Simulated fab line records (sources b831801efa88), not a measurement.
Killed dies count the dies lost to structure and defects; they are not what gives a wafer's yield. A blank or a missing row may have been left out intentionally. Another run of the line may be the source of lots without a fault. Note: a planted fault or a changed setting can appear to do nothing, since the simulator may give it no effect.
The same fault as seen by 2 desks    flow sky130    each desk has only its own numbers; what lay behind them comes last

AT THE TOOL OWNER'S DESK: implanter-01
For each lot that ran on this tool, the mean over its sampled wafers that have a number, from the tool's own readings at SKY_NWELL_IMPLANT_13. Marked OUT: a lot whose mean sits more than 4 standard deviations from the usual mean, which makes it out of limits; the brackets give that distance.
Columns: A = dose-ions-cm2 at SKY_NWELL_IMPLANT_13, usual 6.999e+11; B = faraday-current-uA at SKY_NWELL_IMPLANT_13, usual 3.94
lot   first seen here  A                            B
L183  day 5 07:22      7.000e+11                    3.88
L184  day 5 11:26      6.996e+11                    3.93
L185  day 5 21:10      3.556e+11 (-99 or more) OUT  1.95 (-24) OUT
L187  day 6 07:14      3.556e+11 (-99 or more) OUT  1.98 (-24) OUT
L189  day 6 20:00      3.556e+11 (-99 or more) OUT  2.01 (-24) OUT
Finding of this desk: L185, L187, L189 out of limits; the first was L185 at day 5 21:10, on dose-ions-cm2 at SKY_NWELL_IMPLANT_13. Within limits: L183, L184.

THE METROLOGY DESK
What the gauges read for every lot (on any tool): the sampled wafers with a number, averaged. Marked OUT: a lot whose mean sits more than 4 standard deviations from the usual mean, which makes it out of limits; the brackets give that distance.
Columns: A = NWELL_RS at SKY_NWELL_RS_MEAS_29, usual 624.6 ohm/sq; B = VIA3_OVL at SKY_VIA3_OVL_MEAS_13, usual 3 nm
lot   first seen here  A                 B
L180  day 5 09:47      623.3             6
L181  day 5 18:11      623.8             10
L183  day 6 02:25      625.8             3
L184  day 6 06:32      624.0             4
L185  day 6 16:24      637.7 (+9.4) OUT  3
L187  day 7 02:56      634.8 (+7.3) OUT  -5
L189  day 7 16:16      637.2 (+9.0) OUT  11
L196  day 9 14:49      625.2             7
L198  day 9 22:56      624.6             4
L199  day 10 06:37     623.8             -0
L200  day 10 10:06     622.3             5
L201  day 11 00:23     625.7             7
L202  day 11 10:56     624.5             3
This desk reports L185, L187, L189 out of limits; the earliest was L185 at day 6 16:24 (NWELL_RS at SKY_NWELL_RS_MEAS_29). Within limits: L180, L181, L183, L184, L196, L198, L199, L200, L201, L202.

BROUGHT TOGETHER
An alarm could have come from the tool owner's desk at day 5 21:10, on L185, L187, L189.
Metrology desk: alarm possible at day 6 16:24 on L185, L187, L189.
SKY_NWELL_IMPLANT_13 was run on implanter-01 by each of the lots named.

WHAT THE SIMULATOR HAD INSERTED
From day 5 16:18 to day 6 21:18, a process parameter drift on implanter-01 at SKY_NWELL_IMPLANT_13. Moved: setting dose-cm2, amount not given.
Struck lots among those shown: L185, L187, L189.
Time in hours from fault onset to the first out-of-limits reading at each desk: tool owner's desk 5, metrology desk 24.
